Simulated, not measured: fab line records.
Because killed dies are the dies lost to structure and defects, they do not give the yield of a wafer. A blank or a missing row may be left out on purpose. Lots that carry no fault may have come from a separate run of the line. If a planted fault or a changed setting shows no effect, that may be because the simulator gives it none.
Problem report, 8D (eight disciplines) form, completed by code :: flow gf180mcu :: the parts of the form that need people (team, actions taken, sign-off) are left out

1. THE PROBLEM
A mean of 27.616 s is read at GF_STI_CMP_25 for overpolish run s, taken on 1 wafer of 1 lot, against 33.000 s (standard deviation 0.01) on wafers free of any fault. That is -99 or more standard deviations from the usual mean.
The step: polishes, stops on Si3N4, t overpolish 33 s, target thk 524.6 nm.
First seen on wafer L924.6, day 4 17:26, on cmp-01. The record has a number at this step for 36 wafers belonging to 12 lots. By rule, "out" or "out of limits" means more than 4 standard deviations away from the usual mean. The rest of the wafers with a number are treated as sound.

2. WHAT IT IS, WHAT IT ISN'T
question: which readings at this step
is: overpolish run s
is not: motor current A, retaining ring pressure frac, time to endpoint s

question: which lots
is: L924
is not: L913, L914, L915, L916, L917, L921, L922, L927, L929, L932, L934

question: which wafers of those lots
is: L924.6
is not: L924.4, L924.5

question: read on which tools
is: cmp-01
is not: cmp-02

question: when
is: from day 4 17:26
is not: up to then (23 sound wafers); but 12 sound wafers of L927, L929, L932, L934 came after

3. SUSPECTS, AND WHAT RULES EACH OUT
Counting: if a tool at a process step up to the reading ran every lot that is out, it stays a suspect. Sound lots after the first of them don't rule it out here, since some wafers of a struck lot are sound.
- cmp-01 at GF_STI_CMP_25 (polishes, stops on Si3N4, t overpolish 33 s, target thk 524.6 nm): kept. It ran the lot that is out, L924 (day 4 17:26); its last sound lot up to then is L921 (day 3 22:07). Its own overpolish run s readings are out on those wafers.
- At GF_STI_CMP_25, inside cmp-01: chamber 1 took the wafers that are out, while their sound lot-mates went through chambers 0, 2.
Left after counting: cmp-01 at GF_STI_CMP_25.

4. THE CAUSE (what the simulator had put in)
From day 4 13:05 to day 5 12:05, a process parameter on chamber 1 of cmp-01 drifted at GF_STI_CMP_25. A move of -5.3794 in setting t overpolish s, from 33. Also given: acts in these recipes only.
Counting left only this tool.

5. THE CHAIN OF EFFECTS, in route order
Rows list readings where the struck wafers' mean (over those with a number) sits beyond 3 standard deviations from the usual. Only readings whose record carries a usual standard deviation are examined. hours: median over the lots of the time between each lot's start at the first step of this table that gives one and its start at this step. sigmas: the change, counted in usual standard deviations.
hours: 0
step: GF_STI_CMP_25
reading: overpolish run s
usual: 33.000 s
on struck wafers: 27.616
change: -5.384
sigmas: -99 or more
Its process steps:
- GF_STI_CMP_25: polishes, stops on Si3N4, t overpolish 33 s, target thk 524.6 nm.

6. HOW IT WOULD HAVE BEEN CAUGHT EARLIER
In this record no reading fell out of limits until day 4 17:26, 4 hours after the fault had begun at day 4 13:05.
